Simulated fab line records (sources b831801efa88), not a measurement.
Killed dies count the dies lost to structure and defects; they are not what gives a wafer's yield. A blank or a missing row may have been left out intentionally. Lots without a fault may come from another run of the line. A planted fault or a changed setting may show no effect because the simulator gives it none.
Comparing a struck lot with a sound one :: flow gf180mcu :: 15 out of 602 route steps
Sound: wafers L832.1, L832.4, L832.6. The struck wafers were L837.1, L837.3, L837.4. At the end, the cause is stated.
Order at every step that has rows: each side's tool, ch and its chambers, its first start. Under that, the readings that differ: sound wafers :: struck wafers :: difference of the means :: sigmas: that difference in standard deviations of wafers without a fault.
alike: readings with means less than 2 such deviations apart, plus words and numbers identical on both sides. not compared: withheld readings, readings lacking a value on some wafer, bounds such as >300 that could conceal the same value, and numbers that have no deviation in the record and whose values overlap.
The two part at a step that has a row with sigmas, a row that says differs or no value, or rows on one side only. Numbers that don't overlap but have no deviation are shown without sigmas and don't part them. A reading that every wafer of one side lacks parts them only if that side has two wafers or more.

first, 1 step without rows for these wafers: GF_POLY_GATE_CVD_00 (deposits poly-Si, target thk 200 nm, time 1200 s).
GF_POLY_GATE_THK_MEAS_01:
  sound: filmMetro-03 at day 11 19:04; struck: filmMetro-03 at day 12 23:41
  alike: POLY_GATE_CVD_00_THK
then, 8 steps without rows for these wafers: GF_POLY_GATE_DEHYDRATE_02 (time 60 s); GF_POLY_GATE_HMDS_03 (prime time 60 s); GF_POLY_GATE_COAT_04; GF_POLY_GATE_COAT_05 (resist thk 700 nm); GF_POLY_GATE_SOFTBAKE_06 (time 60 s); GF_POLY_GATE_EXPOSE_07 (exposes mask Poly2, target cd 280 nm); GF_POLY_GATE_PEB_08 (peb time 90 s); GF_POLY_GATE_DEVELOP_09 (develop time 60 s).
GF_POLY_GATE_CD_MEAS_10: the cd target is 280 nm.
  sound: cdSem-01 at day 12 14:49; struck: cdSem-01 at day 13 20:01
  alike: cdNm
GF_POLY_GATE_OVL_MEAS_11:
  sound: overlay-01 at day 12 14:56; struck: overlay-01 at day 13 20:08
reading: POLY_GATE_OVL (nm)
sound: -7 -8 -7
struck: 9 2 2
difference: +12
sigmas: +2
GF_POLY_GATE_ETCH_12: etches BARC in N2/H2.
  sound on rieDiel-02 ch 2,3, day 12 14:58; struck on rieDiel-03 ch 0,1,3, day 13 20:10
reading: biasW (W)
sound: 99.71 99.97 99.94
struck: 90.35 90.40 90.77
difference: -9.37
sigmas: -31
  alike: drypumpMotorCurrentA, oesProductAu, throttleValvePct
GF_POLY_GATE_ETCH_13: etches poly-Si in HBr/Cl2, stops on SiO2, target depth 198.5 nm, time 69.6 s.
  sound on rieSi-02 ch 2,3, day 12 15:01; struck on rieSi-01 ch 0,2,3, day 13 20:13
  alike: biasW, drypumpMotorCurrentA, oesProductAu, throttleValvePct
  not compared: rfHoursCounterH
-- the record jumps here: 20 days lie between the struck wafers' starts before and after (it left off in module POLY_GATE and takes up again in module PASSIVATION, whose first step shown is number 602 of the route) --
GF_PASSIVATION_PROBE_99:
  rows exist in the record for the struck wafers here (prober-02, day 33 10:01), but not for the sound ones

== WHERE THEY PART ==
First at GF_POLY_GATE_OVL_MEAS_11; last, within this record, at GF_PASSIVATION_PROBE_99.

WHY: what had been put in by the simulator
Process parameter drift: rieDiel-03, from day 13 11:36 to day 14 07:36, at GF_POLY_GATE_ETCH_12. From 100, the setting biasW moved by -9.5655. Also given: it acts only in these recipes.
